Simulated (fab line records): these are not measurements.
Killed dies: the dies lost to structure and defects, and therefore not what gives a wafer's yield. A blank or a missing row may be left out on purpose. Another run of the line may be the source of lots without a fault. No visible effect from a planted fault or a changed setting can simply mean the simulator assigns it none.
Chamber matching / flow sky130 / SKY_PASSIVATION_ETCH_11 on rie diel-01: 4 sister chambers
The step etches the open film in CF4/O2, stops on AlCu, target depth 725 nm, time 161.1 s. 4 wafers are shown with their chamber, then 11 later ones without.

## EACH WAFER AND ITS CHAMBER
wafer=L082.4; chamber=1; drypump motor current A (A)=6.2
wafer=L085.3; chamber=3; drypump motor current A (A)=5.5
wafer=L085.5; chamber=0; drypump motor current A (A)=6.2
wafer=L088.2; chamber=2; drypump motor current A (A)=6.0

## WAFERS WITH NO CHAMBER GIVEN
wafer=L088.4; drypump motor current A (A)=6.3
wafer=L088.5; drypump motor current A (A)=6.2
wafer=L092.3; drypump motor current A (A)=6.3
wafer=L092.4; drypump motor current A (A)=6.2
wafer=L092.6; drypump motor current A (A)=6.0
wafer=L093.1; drypump motor current A (A)=6.0
wafer=L093.5; drypump motor current A (A)=6.2
wafer=L093.6; drypump motor current A (A)=6.2
wafer=L097.1; drypump motor current A (A)=5.5
wafer=L097.3; drypump motor current A (A)=5.9
wafer=L097.6; drypump motor current A (A)=6.0

## THE CHAMBER EACH PASSED THROUGH
wafer=L088.4; from the rows above=can't be placed: 0 or 1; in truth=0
wafer=L088.5; from the rows above=can't be placed: 0 or 1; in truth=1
wafer=L092.3; from the rows above=can't be placed: 0 or 1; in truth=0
wafer=L092.4; from the rows above=can't be placed: 0 or 1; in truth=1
wafer=L092.6; from the rows above=2; in truth=2
wafer=L093.1; from the rows above=2; in truth=2
wafer=L093.5; from the rows above=can't be placed: 0 or 1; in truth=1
wafer=L093.6; from the rows above=can't be placed: 0 or 1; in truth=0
wafer=L097.1; from the rows above=3; in truth=3
wafer=L097.3; from the rows above=2; in truth=2
wafer=L097.6; from the rows above=2; in truth=2
5 of 11 placed correctly. From these rows, 6 cannot be placed; in 6 the true chamber is one of the candidates. Number placed wrongly: 0.
How it was worked out, from the rows above alone: a wafer's distance from a chamber is the root of the sum, over the readings, of the square of ((its reading less the chamber's mean) divided by the reading's scatter). The wafer belongs to the nearest chamber; if the next one is less than 2 further off, it can't be placed. For every chamber, the mean is computed from those of its wafers that are shown. The scatter: with one shown wafer a chamber, the root of the mean of the squares of how far each hidden wafer lies from its nearest shown one.
